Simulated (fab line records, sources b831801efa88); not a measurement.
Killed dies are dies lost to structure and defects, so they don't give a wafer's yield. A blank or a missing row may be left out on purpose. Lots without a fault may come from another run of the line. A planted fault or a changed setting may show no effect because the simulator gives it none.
A struck lot beside a sound one | flow gf180mcu | 15 steps out of a route of 602
Sound: wafers L884.1, L884.2, L884.4. Struck: wafers L898.1, L898.3, L898.5. The cause comes at the end.
At each step with rows: each side's tool, then ch and its chambers, then its first start. Under that, the readings that differ: sound wafers | struck wafers | difference of the means | sigmas: that difference in standard deviations of wafers without a fault.
alike: readings whose means differ by less than 2 such deviations, and words and numbers that are the same on both sides. not compared: withheld readings, readings that some wafer has no value for, bounds like >300 that may hide the same value, and numbers for which the record gives no deviation and whose values overlap.
The two part at a step that has a row with sigmas, a row that says differs or no value, or rows on one side only. Numbers that don't overlap but have no deviation are shown without sigmas and don't part them. A reading that every wafer of one side lacks parts them only if that side has two wafers or more.

GF_HV_LDD_TW_MEAS_23:
  sound on film_metro-01, day 11 04:35; struck on film_metro-03, day 15 10:34
  alike: HV_LDD_2_TW
then, 7 steps without rows for these wafers: GF_HV_LDD_DEHYDRATE_24 (time 60 s); GF_HV_LDD_HMDS_25 (prime time 60 s); GF_HV_LDD_COAT_26 (resist thk 1000 nm); GF_HV_LDD_SOFTBAKE_27 (time 60 s); GF_HV_LDD_EXPOSE_28 (exposes mask Nplus HV AREA, target cd 400 nm); GF_HV_LDD_PEB_29; GF_HV_LDD_DEVELOP_30 (develop time 60 s).
GF_HV_LDD_CD_MEAS_31: target cd 400 nm.
  sound on cd_sem-01, day 11 23:05; struck on cd_sem-02, day 16 08:19
  reading    | sound             | struck            | difference | sigmas
  cd_nm (nm) | 402.3 402.6 401.4 | 395.6 397.6 397.6 | -5.2       | -2
GF_HV_LDD_OVL_MEAS_32:
  sound on overlay-01, day 11 23:12; struck on overlay-01, day 16 08:26
  alike: HV_LDD_02_OVL
then, 2 steps without rows for these wafers: GF_HV_LDD_IMPLANT_33; GF_HV_LDD_IMPLANT_34.
GF_HV_LDD_IMPLANT_35:
  sound on implanter-04 ch 0, day 11 23:32; struck on implanter-04 ch 0, day 16 08:47
  reading       | sound                         | struck                        | difference | sigmas
  dose_ions_cm2 | 7.499e+12 7.508e+12 7.508e+12 | 7.837e+12 7.826e+12 7.811e+12 | +3.197e+11 | +38
  alike: beam_energy_keV
then, 2 steps without rows for these wafers: GF_HV_LDD_IMPLANT_36; GF_PASSIVATION_PROBE_99.

WHERE THEY PART
First at GF_HV_LDD_CD_MEAS_31; last, within this record, at GF_HV_LDD_IMPLANT_35.

WHY: what the simulator had put in
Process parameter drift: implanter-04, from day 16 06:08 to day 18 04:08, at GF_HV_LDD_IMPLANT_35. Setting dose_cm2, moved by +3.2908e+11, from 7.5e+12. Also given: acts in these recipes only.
